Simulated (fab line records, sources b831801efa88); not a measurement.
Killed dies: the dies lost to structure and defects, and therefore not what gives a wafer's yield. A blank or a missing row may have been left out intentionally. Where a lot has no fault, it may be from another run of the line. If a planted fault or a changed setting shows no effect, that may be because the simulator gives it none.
Which tool did it? || flow sky130 || Sampling: 12 lots, 36 wafers, 5 of 708 route steps

## WHAT THE GAUGES SHOWED, per wafer
SKY_VIA3_THK_MEAS_01. Usual: VIA3_HDPCVD_THK typically reads 1639 nm, with standard deviation 17.
{"lot": "L819", "measured": "day 38 20:43", "on": "filmMetro-03", "VIA3_HDPCVD_THK (nm)": "1628 1636 1615", "flag": ""}
{"lot": "L820", "measured": "day 39 06:26", "on": "filmMetro-03", "VIA3_HDPCVD_THK (nm)": "1646 1598 1649", "flag": ""}
{"lot": "L821", "measured": "day 39 10:54", "on": "filmMetro-04", "VIA3_HDPCVD_THK (nm)": "1610 1627 1591", "flag": ""}
{"lot": "L822", "measured": "day 39 12:58", "on": "filmMetro-04", "VIA3_HDPCVD_THK (nm)": "1656 1657 1639", "flag": ""}
{"lot": "L826", "measured": "day 40 23:54", "on": "filmMetro-04", "VIA3_HDPCVD_THK (nm)": "1642 1621 1653", "flag": ""}
{"lot": "L827", "measured": "day 41 05:55", "on": "filmMetro-03", "VIA3_HDPCVD_THK (nm)": "1662 1636 1633", "flag": ""}
{"lot": "L829", "measured": "day 41 16:57", "on": "filmMetro-01", "VIA3_HDPCVD_THK (nm)": "1634 1643 1645", "flag": ""}
{"lot": "L831", "measured": "day 42 08:02", "on": "filmMetro-03", "VIA3_HDPCVD_THK (nm)": "1734 1639 1640", "flag": ""}
{"lot": "L832", "measured": "day 42 09:05", "on": "filmMetro-04", "VIA3_HDPCVD_THK (nm)": "1642 1657 1637", "flag": ""}
{"lot": "L833", "measured": "day 42 16:23", "on": "filmMetro-03", "VIA3_HDPCVD_THK (nm)": "1640 1641 1740", "flag": ""}
{"lot": "L836", "measured": "day 43 12:35", "on": "filmMetro-03", "VIA3_HDPCVD_THK (nm)": "1644 1639 1660", "flag": ""}
{"lot": "L842", "measured": "day 44 23:56", "on": "filmMetro-04", "VIA3_HDPCVD_THK (nm)": "1643 1643 1659", "flag": ""}

SKY_VIA3_CD_MEAS_12: the cd target is 200 nm. Usual: cdNm reads 200.3 nm (standard deviation 1.5).
{"lot": "L819", "measured": "day 39 21:56", "on": "cdSem-01", "cdNm (nm)": "199.9 201.7 200.6", "flag": ""}
{"lot": "L820", "measured": "day 40 07:11", "on": "cdSem-02", "cdNm (nm)": "198.6 199.8 199.5", "flag": ""}
{"lot": "L821", "measured": "day 40 11:16", "on": "cdSem-01", "cdNm (nm)": "199.7 199.6 200.5", "flag": ""}
{"lot": "L822", "measured": "day 40 13:28", "on": "cdSem-02", "cdNm (nm)": "199.5 200.2 199.5", "flag": ""}
{"lot": "L826", "measured": "day 42 00:31", "on": "cdSem-02", "cdNm (nm)": "199.9 199.8 198.7", "flag": ""}
{"lot": "L827", "measured": "day 42 06:02", "on": "cdSem-02", "cdNm (nm)": "203.4 202.2 203.2", "flag": ""}
{"lot": "L829", "measured": "day 42 17:01", "on": "cdSem-01", "cdNm (nm)": "199.6 198.3 198.4", "flag": ""}
{"lot": "L831", "measured": "day 43 07:29", "on": "cdSem-02", "cdNm (nm)": "203.9 201.7 203.2", "flag": ""}
{"lot": "L832", "measured": "day 43 08:37", "on": "cdSem-02", "cdNm (nm)": "198.8 199.8 199.3", "flag": ""}
{"lot": "L833", "measured": "day 43 15:38", "on": "cdSem-02", "cdNm (nm)": "200.6 200.4 201.0", "flag": ""}
{"lot": "L836", "measured": "day 44 12:13", "on": "cdSem-02", "cdNm (nm)": "199.1 200.4 198.3", "flag": ""}
{"lot": "L842", "measured": "day 45 22:01", "on": "cdSem-02", "cdNm (nm)": "199.1 200.2 198.3", "flag": ""}

SKY_VIA3_THK_MEAS_23: measures by xrf. Usual: VIA3_W_THK typically reads 379 nm, with standard deviation 7.1.
{"lot": "L819", "measured": "day 39 23:11", "on": "filmMetro-04", "VIA3_W_THK (nm)": "389 386 385", "flag": ""}
{"lot": "L820", "measured": "day 40 08:21", "on": "filmMetro-01", "VIA3_W_THK (nm)": "372 384 376", "flag": ""}
{"lot": "L821", "measured": "day 40 12:24", "on": "filmMetro-04", "VIA3_W_THK (nm)": "380 380 379", "flag": ""}
{"lot": "L822", "measured": "day 40 14:40", "on": "filmMetro-03", "VIA3_W_THK (nm)": "383 383 388", "flag": ""}
{"lot": "L826", "measured": "day 42 01:41", "on": "filmMetro-04", "VIA3_W_THK (nm)": "378 377 385", "flag": ""}
{"lot": "L827", "measured": "day 42 07:12", "on": "filmMetro-01", "VIA3_W_THK (nm)": "378 379 380", "flag": ""}
{"lot": "L829", "measured": "day 42 18:11", "on": "filmMetro-03", "VIA3_W_THK (nm)": "372 370 367", "flag": ""}
{"lot": "L831", "measured": "day 43 08:38", "on": "filmMetro-03", "VIA3_W_THK (nm)": "367 374 370", "flag": ""}
{"lot": "L832", "measured": "day 43 09:46", "on": "filmMetro-03", "VIA3_W_THK (nm)": "382 377 384", "flag": ""}
{"lot": "L833", "measured": "day 43 16:47", "on": "filmMetro-04", "VIA3_W_THK (nm)": "380 381 382", "flag": ""}
{"lot": "L836", "measured": "day 44 13:28", "on": "filmMetro-03", "VIA3_W_THK (nm)": "370 370 373", "flag": ""}
{"lot": "L842", "measured": "day 45 23:13", "on": "filmMetro-01", "VIA3_W_THK (nm)": "372 385 378", "flag": ""}

## WHAT TOOL EACH LOT RAN ON (gives the tool, then ch and the chambers of the sampled wafers, and finally the start)
{"lot": "L819", "SKY_METAL3_SPUTTER_00": "pvdSputter-04, day 36 15:41", "SKY_VIA3_HDPCVD_00": "hdpcvd-01 ch 1,2, day 38 20:33"}
{"lot": "L820", "SKY_METAL3_SPUTTER_00": "pvdSputter-01, day 37 00:46", "SKY_VIA3_HDPCVD_00": "hdpcvd-01 ch 0,1, day 39 06:16"}
{"lot": "L821", "SKY_METAL3_SPUTTER_00": "pvdSputter-01, day 37 06:25", "SKY_VIA3_HDPCVD_00": "hdpcvd-02 ch 0,1, day 39 10:43"}
{"lot": "L822", "SKY_METAL3_SPUTTER_00": "pvdSputter-04, day 37 08:00", "SKY_VIA3_HDPCVD_00": "hdpcvd-01 ch 0,2, day 39 12:49"}
{"lot": "L826", "SKY_METAL3_SPUTTER_00": "pvdSputter-02, day 38 20:42", "SKY_VIA3_HDPCVD_00": "hdpcvd-01 ch 0,1,2, day 40 23:43"}
{"lot": "L827", "SKY_METAL3_SPUTTER_00": "pvdSputter-01, day 39 02:46", "SKY_VIA3_HDPCVD_00": "hdpcvd-02 ch 0,1, day 41 05:39"}
{"lot": "L829", "SKY_METAL3_SPUTTER_00": "pvdSputter-01, day 39 13:16", "SKY_VIA3_HDPCVD_00": "hdpcvd-02 ch 0,1, day 41 16:41"}
{"lot": "L831", "SKY_METAL3_SPUTTER_00": "pvdSputter-04, day 40 06:32", "SKY_VIA3_HDPCVD_00": "hdpcvd-02 ch 0,1,2, day 42 07:52"}
{"lot": "L832", "SKY_METAL3_SPUTTER_00": "pvdSputter-01, day 40 06:53", "SKY_VIA3_HDPCVD_00": "hdpcvd-01 ch 1,2, day 42 08:54"}
{"lot": "L833", "SKY_METAL3_SPUTTER_00": "pvdSputter-04, day 40 14:00", "SKY_VIA3_HDPCVD_00": "hdpcvd-02 ch 0,1,2, day 42 16:13"}
{"lot": "L836", "SKY_METAL3_SPUTTER_00": "pvdSputter-01, day 41 11:16", "SKY_VIA3_HDPCVD_00": "hdpcvd-01 ch 0,1,2, day 43 12:25"}
{"lot": "L842", "SKY_METAL3_SPUTTER_00": "pvdSputter-02, day 43 00:58", "SKY_VIA3_HDPCVD_00": "hdpcvd-01 ch 0,1,2, day 44 23:46"}
- SKY_METAL3_SPUTTER_00: material Ti, target thk 15 nm, time 10 s.
- SKY_VIA3_HDPCVD_00: deposits SiO2, target thk 1635 nm, time 272.5 s.

## AS READ BY THE TOOLS THEMSELVES (means over the sampled wafers that have a number; for cases with no such wafer, the mark the record gives instead)
SKY_METAL3_SPUTTER_00. Usual: throttleValvePct reads 29.7 % (standard deviation 0.77).
{"lot": "L819", "tool": "pvdSputter-04", "throttleValvePct (%)": 29.3, "flag": ""}
{"lot": "L820", "tool": "pvdSputter-01", "throttleValvePct (%)": 29.3, "flag": ""}
{"lot": "L821", "tool": "pvdSputter-01", "throttleValvePct (%)": 29.7, "flag": ""}
{"lot": "L822", "tool": "pvdSputter-04", "throttleValvePct (%)": 29.0, "flag": ""}
{"lot": "L826", "tool": "pvdSputter-02", "throttleValvePct (%)": 29.7, "flag": ""}
{"lot": "L827", "tool": "pvdSputter-01", "throttleValvePct (%)": 29.5, "flag": ""}
{"lot": "L829", "tool": "pvdSputter-01", "throttleValvePct (%)": 29.4, "flag": ""}
{"lot": "L831", "tool": "pvdSputter-04", "throttleValvePct (%)": 29.1, "flag": ""}
{"lot": "L832", "tool": "pvdSputter-01", "throttleValvePct (%)": 29.1, "flag": ""}
{"lot": "L833", "tool": "pvdSputter-04", "throttleValvePct (%)": 28.9, "flag": ""}
{"lot": "L836", "tool": "pvdSputter-01", "throttleValvePct (%)": 29.4, "flag": ""}
{"lot": "L842", "tool": "pvdSputter-02", "throttleValvePct (%)": 30.3, "flag": ""}

SKY_VIA3_HDPCVD_00. Usual: runLengthS 300.6 s, standard deviation 0.33; susceptorTempC 400.00 C, standard deviation 0.24.
{"lot": "L819", "tool": "hdpcvd-01", "runLengthS (s)": 300.6, "susceptorTempC (C)": 399.83, "flag": ""}
{"lot": "L820", "tool": "hdpcvd-01", "runLengthS (s)": 300.9, "susceptorTempC (C)": 399.80, "flag": ""}
{"lot": "L821", "tool": "hdpcvd-02", "runLengthS (s)": 300.6, "susceptorTempC (C)": 400.15, "flag": ""}
{"lot": "L822", "tool": "hdpcvd-01", "runLengthS (s)": 300.6, "susceptorTempC (C)": 399.91, "flag": ""}
{"lot": "L826", "tool": "hdpcvd-01", "runLengthS (s)": 300.8, "susceptorTempC (C)": 399.92, "flag": ""}
{"lot": "L827", "tool": "hdpcvd-02", "runLengthS (s)": 300.5, "susceptorTempC (C)": 399.91, "flag": ""}
{"lot": "L829", "tool": "hdpcvd-02", "runLengthS (s)": 300.5, "susceptorTempC (C)": 399.77, "flag": ""}
{"lot": "L831", "tool": "hdpcvd-02", "runLengthS (s)": 305.8, "susceptorTempC (C)": 399.89, "flag": "OFF"}
{"lot": "L832", "tool": "hdpcvd-01", "runLengthS (s)": 300.8, "susceptorTempC (C)": 400.02, "flag": ""}
{"lot": "L833", "tool": "hdpcvd-02", "runLengthS (s)": 305.6, "susceptorTempC (C)": 400.00, "flag": "OFF"}
{"lot": "L836", "tool": "hdpcvd-01", "runLengthS (s)": 300.8, "susceptorTempC (C)": 399.90, "flag": ""}
{"lot": "L842", "tool": "hdpcvd-01", "runLengthS (s)": 300.6, "susceptorTempC (C)": 400.10, "flag": ""}

## THE ANSWER, worked out from the rows above alone
Rule: lot off if the mean of its wafers having a number is beyond 3 standard deviations from the usual mean. A lot without any number at a reading at which 4 lots or more have one is off too. All remaining lots with rows at the step are treated as sound. After the gauges, taken in route order, come the tools' own readings; for these a lot's mean is taken, as printed above. At the first step where some lot is off, the reading lying furthest off is the one used; lots without a number count as furthest.
Off: L831, L833 (SKY_VIA3_HDPCVD_00, runLengthS).
A tool fits if, at that step or a process step before it, it ran every lot that is off, and no sound lot after the first of them. 2 tools fit, pvdSputter-04 at SKY_METAL3_SPUTTER_00 and hdpcvd-02 at SKY_VIA3_HDPCVD_00, so this cannot tell which one it is.

## WHAT THE SIMULATOR HAD PUT IN
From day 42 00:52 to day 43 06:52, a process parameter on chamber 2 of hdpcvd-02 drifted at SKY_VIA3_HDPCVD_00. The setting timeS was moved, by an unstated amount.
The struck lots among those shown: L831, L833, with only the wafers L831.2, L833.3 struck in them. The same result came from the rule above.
